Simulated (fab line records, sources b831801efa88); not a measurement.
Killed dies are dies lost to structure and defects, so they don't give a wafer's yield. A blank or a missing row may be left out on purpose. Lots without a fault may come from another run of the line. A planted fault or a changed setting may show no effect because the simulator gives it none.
Which tool did it? | flow sky130 | 10 lots, 30 wafers sampled, at 7 steps of a route of 708

WHAT THE GAUGES READ, wafer by wafer
SKY_RES_XHIGH_TW_MEAS_09.
lot  | measured     | on            | RES_XHIGH_TW
L275 | day 26 23:20 | film_metro-02 | 1645 1640 1643
L278 | day 27 17:47 | film_metro-01 | 1651 1653 1648
L282 | day 29 02:40 | film_metro-02 | 1637 1635 1645
L281 | day 29 06:07 | film_metro-01 | 1639 1650 1638
L288 | day 31 10:32 | film_metro-01 | 1537 1541 1535
L289 | day 31 13:40 | film_metro-02 | 1532 1537 1529
L292 | day 32 07:26 | film_metro-02 | 1633 1632 1645
L293 | day 32 12:17 | film_metro-03 | 1636 1629 1635
L294 | day 33 14:08 | film_metro-01 | 1651 1651 1666
L296 | day 33 17:25 | film_metro-03 | 1631 1625 1633

SKY_SD_N_RS_MEAS_18: measures by four-point-probe.
lot  | measured     | on            | RES_XHIGH_RS (ohm/sq)
L275 | day 28 04:22 | film_metro-01 | 335.1 333.5 333.6
L278 | day 28 22:55 | film_metro-03 | 330.3 331.7 331.2
L282 | day 30 07:13 | film_metro-02 | 333.3 334.1 334.1
L281 | day 30 11:13 | film_metro-03 | 332.5 330.7 333.3
L288 | day 32 15:23 | film_metro-02 | 393.9 392.4 392.6
L289 | day 32 18:18 | film_metro-03 | 392.3 391.9 393.8
L292 | day 33 11:01 | film_metro-03 | 331.6 331.9 331.7
L293 | day 33 16:06 | film_metro-03 | 333.5 333.5 332.4
L294 | day 34 17:57 | film_metro-03 | 332.5 333.1 334.0
L296 | day 34 20:32 | film_metro-03 | 332.3 332.7 332.6

WHICH TOOL RAN EACH LOT (tool, then ch and the chambers of the sampled wafers, then the start)
lot  | SKY_LDD_HVP_STRIP_09                 | SKY_POLY_CUT_ETCH_10               | SKY_POLY_CUT_STRIP_12                | SKY_RES_XHIGH_IMPLANT_07        | SKY_RES_XHIGH_STRIP_08
L275 | plasma_asher-02 ch 0,1, day 21 21:25 | rie_diel-01 ch 0,2, day 24 12:22   | plasma_asher-02 ch 0,1, day 24 12:26 | implanter-01 ch 0, day 26 23:05 | plasma_asher-03 ch 0,1, day 26 23:14
L278 | plasma_asher-01 ch 0,1, day 22 17:10 | rie_diel-04 ch 0,1,3, day 25 07:05 | plasma_asher-02 ch 0,1, day 25 07:10 | implanter-01 ch 0, day 27 17:32 | plasma_asher-01 ch 0,1, day 27 17:41
L282 | plasma_asher-01 ch 0,1, day 24 04:10 | rie_diel-01 ch 0,1, day 26 18:13   | plasma_asher-01 ch 0,1, day 26 18:19 | implanter-03 ch 0, day 29 02:27 | plasma_asher-01 ch 0,1, day 29 02:35
L281 | plasma_asher-01 ch 0,1, day 24 05:55 | rie_diel-03 ch 0,3, day 26 21:13   | plasma_asher-01 ch 0,1, day 26 21:18 | implanter-01 ch 0, day 29 05:52 | plasma_asher-03 ch 0,1, day 29 06:01
L288 | plasma_asher-02 ch 0,1, day 26 14:07 | rie_diel-04 ch 0,1,3, day 29 02:55 | plasma_asher-04 ch 0,1, day 29 02:59 | implanter-01 ch 0, day 31 10:17 | plasma_asher-02 ch 0,1, day 31 10:26
L289 | plasma_asher-01 ch 0, day 26 15:50   | rie_diel-01 ch 0,3, day 29 04:49   | plasma_asher-01 ch 0,1, day 29 04:53 | implanter-01 ch 0, day 31 13:26 | plasma_asher-02 ch 0,1, day 31 13:33
L292 | plasma_asher-01 ch 0,1, day 27 13:58 | rie_diel-01 ch 0,1,3, day 30 00:11 | plasma_asher-01 ch 0,1, day 30 00:16 | implanter-02 ch 0, day 32 07:11 | plasma_asher-01 ch 0,1, day 32 07:20
L293 | plasma_asher-01 ch 0,1, day 27 18:43 | rie_diel-04 ch 0,1, day 30 04:58   | plasma_asher-02 ch 0,1, day 30 05:05 | implanter-03 ch 0, day 32 12:04 | plasma_asher-02 ch 0,1, day 32 12:12
L294 | plasma_asher-02 ch 0,1, day 28 20:50 | rie_diel-03 ch 1,2,3, day 31 07:11 | plasma_asher-02 ch 0,1, day 31 07:16 | implanter-03 ch 0, day 33 13:53 | plasma_asher-03 ch 0,1, day 33 14:02
L296 | plasma_asher-02 ch 0,1, day 28 22:20 | rie_diel-04 ch 1,2,3, day 31 10:10 | plasma_asher-01 ch 0,1, day 31 10:16 | implanter-02 ch 0, day 33 17:12 | plasma_asher-03 ch 0,1, day 33 17:20
- SKY_LDD_HVP_STRIP_09: strips in O2/N2.
- SKY_POLY_CUT_ETCH_10: etches BARC in N2/H2, stops on SiO2, time 45.9 s, target depth 60 nm.
- SKY_POLY_CUT_STRIP_12: strips in O2/N2.
- SKY_RES_XHIGH_IMPLANT_07
- SKY_RES_XHIGH_STRIP_08: strips in O2/N2.

WHAT THE TOOLS THEMSELVES READ (means of the sampled wafers that have a number; where no wafer has one, the mark that the record gives instead)
SKY_LDD_HVP_STRIP_09.
lot  | tool            | drypump_motor_current_A (A) | oes_product_au (a.u.) | strip_time_to_endpoint_s (s)
L275 | plasma_asher-02 | 5.5                         | 0.409                 | 4.149
L278 | plasma_asher-01 | 6.3                         | 0.411                 | 4.123
L282 | plasma_asher-01 | 6.2                         | 0.410                 | 4.137
L281 | plasma_asher-01 | 6.2                         | 0.410                 | 4.141
L288 | plasma_asher-02 | 5.5                         | 0.404                 | 4.108
L289 | plasma_asher-01 | 6.5                         | 0.408                 | 4.115
L292 | plasma_asher-01 | 6.4                         | 0.408                 | 4.120
L293 | plasma_asher-01 | 6.2                         | 0.408                 | 4.147
L294 | plasma_asher-02 | 5.5                         | 0.408                 | 4.121
L296 | plasma_asher-02 | 5.4                         | 0.411                 | 4.131

SKY_POLY_CUT_ETCH_10.
lot  | tool        | drypump_motor_current_A (A) | oes_product_au (a.u.) | throttle_valve_pct (%)
L275 | rie_diel-01 | 6.2                         | 0.852                 | 13.235
L278 | rie_diel-04 | 6.0                         | 0.851                 | 13.230
L282 | rie_diel-01 | 6.5                         | 0.858                 | 13.227
L281 | rie_diel-03 | 5.4                         | 0.854                 | 13.221
L288 | rie_diel-04 | 6.0                         | 0.857                 | 13.216
L289 | rie_diel-01 | 6.1                         | 0.856                 | 13.226
L292 | rie_diel-01 | 6.0                         | 0.855                 | 13.229
L293 | rie_diel-04 | 5.8                         | 0.854                 | 13.230
L294 | rie_diel-03 | 5.6                         | 0.855                 | 13.228
L296 | rie_diel-04 | 5.9                         | 0.852                 | 13.220

SKY_POLY_CUT_STRIP_12.
lot  | tool            | drypump_motor_current_A (A) | oes_product_au (a.u.) | strip_time_to_endpoint_s (s)
L275 | plasma_asher-02 | 5.4                         | 0.448                 | 5.338
L278 | plasma_asher-02 | 5.5                         | 0.451                 | 5.356
L282 | plasma_asher-01 | 6.4                         | 0.450                 | 5.356
L281 | plasma_asher-01 | 6.4                         | 0.453                 | 5.354
L288 | plasma_asher-04 | 5.6                         | 0.456                 | 5.368
L289 | plasma_asher-01 | 6.2                         | 0.447                 | 5.356
L292 | plasma_asher-01 | 6.2                         | 0.449                 | 5.342
L293 | plasma_asher-02 | 5.4                         | 0.458                 | 5.363
L294 | plasma_asher-02 | 5.5                         | 0.449                 | 5.341
L296 | plasma_asher-01 | 6.2                         | 0.448                 | 5.344

SKY_RES_XHIGH_IMPLANT_07.
lot  | tool         | beam_on_s (s) | dose_ions_cm2 | faraday_current_uA
L275 | implanter-01 | 40.7          | 3.6e+14       | 499
L278 | implanter-01 | 41.9          | 3.6e+14       | 484
L282 | implanter-03 | 43.1          | 3.6e+14       | 471
L281 | implanter-01 | 40.8          | 3.6e+14       | 497
L288 | implanter-01 | 33.3          | 3.6e+14       | 608
L289 | implanter-01 | 32.7          | 3.6e+14       | 622
L292 | implanter-02 | 44.4          | 3.6e+14       | 457
L293 | implanter-03 | 42.7          | 3.6e+14       | 475
L294 | implanter-03 | 42.7          | 3.6e+14       | 476
L296 | implanter-02 | 44.9          | 3.6e+14       | 452

SKY_RES_XHIGH_STRIP_08.
lot  | tool            | drypump_motor_current_A (A) | oes_product_au (a.u.) | strip_time_to_endpoint_s (s)
L275 | plasma_asher-03 | 5.6                         | 0.715                 | 14.20
L278 | plasma_asher-01 | 6.4                         | 0.709                 | 14.23
L282 | plasma_asher-01 | 6.4                         | 0.712                 | 14.27
L281 | plasma_asher-03 | 5.6                         | 0.711                 | 14.26
L288 | plasma_asher-02 | 5.5                         | 0.717                 | 14.09
L289 | plasma_asher-02 | 5.4                         | 0.719                 | 14.19
L292 | plasma_asher-01 | 6.2                         | 0.711                 | 14.25
L293 | plasma_asher-02 | 5.6                         | 0.714                 | 14.26
L294 | plasma_asher-03 | 5.2                         | 0.709                 | 14.29
L296 | plasma_asher-03 | 5.6                         | 0.710                 | 14.29

THE ANSWER, worked out from the rows above alone
Rule: what is usual is taken from the lots themselves. Put in order of their means at a reading, lots are off if they are a third of the lots or fewer, leave a main group of 4 or more, and stand apart from it by a gap of 3 or more times the standard deviation of the main group's means; of several such gaps the widest counts. A main group whose means are all the same, to the digits that the tables above print for the reading, isn't used. A lot without any number at a reading at which 4 lots or more have one is off too. The other lots that the step has rows for count as sound. The gauges are gone through in route order, then the tools' own readings, and for those a lot's mean is taken as printed above. The first step at which some lot is off is used, and at that step the reading that is off furthest; a lot without a number counts as furthest.
Off: L288, L289, at SKY_RES_XHIGH_TW_MEAS_09 (RES_XHIGH_TW). The main group: mean 1641, standard deviation 8.2.
A tool fits if, at a process step before that reading, it ran every lot that is off, and no sound lot after the first of them. The gauges at SKY_RES_XHIGH_TW_MEAS_09 aren't tried: what is off there is off at SKY_RES_XHIGH_IMPLANT_07 too, on other tools, and a gauge's error can't cause that. One fits: implanter-01 at SKY_RES_XHIGH_IMPLANT_07. Its last sound lot is L281 (day 29 05:52), its first lot that is off L288 (day 31 10:17): a fault that began between those two fits.
The tool's own readings at SKY_RES_XHIGH_IMPLANT_07 bear it out: on the lots that are off they differ by more than 5 times the standard deviation of the sound lots' means. beam_on_s reads 33.0 s there against 42.6 s on the sound lots; faraday_current_uA reads 615 there against 476 on the sound lots.

WHAT THE SIMULATOR HAD PUT IN
Process parameter drift: implanter-01, from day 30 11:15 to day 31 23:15, at SKY_RES_XHIGH_IMPLANT_07. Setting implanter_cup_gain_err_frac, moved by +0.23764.
Lots struck among those shown: L288, L289. The rule above found the same.
